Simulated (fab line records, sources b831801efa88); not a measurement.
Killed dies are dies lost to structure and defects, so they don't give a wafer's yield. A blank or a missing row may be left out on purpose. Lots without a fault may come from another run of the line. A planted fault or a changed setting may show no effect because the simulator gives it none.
A struck lot beside a sound one | flow gf180mcu | 15 steps out of a route of 602
Sound: wafers L347.2, L347.4, L347.6. Struck: wafers L359.4, L359.5. (L359.2 of the same lot was not struck and is left out.) The cause comes at the end.
At each step with rows: each side's tool, then ch and its chambers, then its first start. Under that, the readings that differ: sound wafers | struck wafers | difference of the means | sigmas: that difference in standard deviations of wafers without a fault.
alike: readings whose means differ by less than 2 such deviations, and words and numbers that are the same on both sides. not compared: withheld readings, readings that some wafer has no value for, bounds like >300 that may hide the same value, and numbers for which the record gives no deviation and whose values overlap.
The two part at a step that has a row with sigmas, a row that says differs or no value, or rows on one side only. Numbers that don't overlap but have no deviation are shown without sigmas and don't part them. A reading that every wafer of one side lacks parts them only if that side has two wafers or more.

first, 3 steps without rows for these wafers: GF_V3_EXPOSE_11 (exposes mask Via3, target cd 260 nm); GF_V3_PEB_12 (peb time 90 s); GF_V3_DEVELOP_13 (develop time 60 s).
GF_V3_CD_MEAS_14: target cd 260 nm.
  sound on cd_sem-02, day 23 21:33; struck on cd_sem-01, day 27 22:24
  alike: cd_nm
GF_V3_OVL_MEAS_15:
  sound on overlay-01, day 23 21:40; struck on overlay-01, day 27 22:30
  alike: V3_OVL
GF_V3_ETCH_16: etches BARC in N2/H2.
  sound on rie_diel-03 ch 0,1,3, day 23 21:41; struck on rie_diel-03 ch 1,3, day 27 22:32
  alike: chamber_pressure_mTorr, drypump_motor_current_A, n2_flow_sccm, oes_product_au, throttle_valve_pct
GF_V3_ETCH_17: etches SiO2 in C4F8/O2/Ar, stops on TiN, target depth 635 nm.
  sound on rie_diel-03 ch 0,1,3; struck on rie_diel-03 ch 1,3
  alike: chamber_pressure_mTorr, oes_product_au
GF_V3_STRIP_18: strips in O2/N2.
  sound on plasma_asher-03 ch 0,1, day 23 21:49; struck on plasma_asher-03 ch 0,1, day 27 22:40
  alike: chamber_pressure_mTorr, drypump_motor_current_A, heater_power_w, n2_flow_sccm, oes_product_au, platen_temp_c
  not compared: rf_hours_counter_h
then, 2 steps without rows for these wafers: GF_V3_STRIP_19 (strips in post etch residue remover, time 1200 s); GF_V3_CLEAN_20 (cleans in DIW).
GF_V3_SPUTTER_21: material Ti, target thk 15 nm, time 80.02 s.
  sound on pvd_sputter-04, day 23 22:22; struck on pvd_sputter-01, day 27 23:12
  alike: cathode_dc_power_W, throttle_valve_pct
GF_V3_SPUTTER_22: material TiN, target thk 10 nm, time 40 s.
  sound on pvd_sputter-04, day 23 22:25; struck on pvd_sputter-01, day 27 23:16
  alike: cathode_dc_power_W, throttle_valve_pct
GF_V3_CVD_23: deposits W, target thk 350 nm, time 104.9 s.
  sound on cvd_w-02 ch 1, day 23 22:28; struck on cvd_w-02 ch 0, day 27 23:18
  reading                          | sound             | struck      | difference | sigmas
  chamber_pressure_Torr (Torr)     | 39.97 39.94 40.06 | 37.32 37.29 | -2.69      | -31
  model.W_of_V3_CVD_23.thk_nm (nm) | 350.9 348.8 344.1 | 339.9 343.9 | -6.0       |
  alike: heater_power_w, susceptor_temp_C
GF_V3_RS_MEAS_24: measures by four-point-probe.
  sound on film_metro-01, day 23 22:35; struck on film_metro-03, day 27 23:26
  alike: V3_W_RS
GF_PASSIVATION_PROBE_99:
  the record has rows for the sound wafers here (prober-01, day 30 05:49) and none for the struck ones

WHERE THEY PART
First at GF_V3_CVD_23; last, within this record, at GF_PASSIVATION_PROBE_99.

WHY: what the simulator had put in
Process parameter drift: cvd_w-02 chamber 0, from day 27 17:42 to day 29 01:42, at GF_V3_CVD_23. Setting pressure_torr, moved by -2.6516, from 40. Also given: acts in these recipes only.
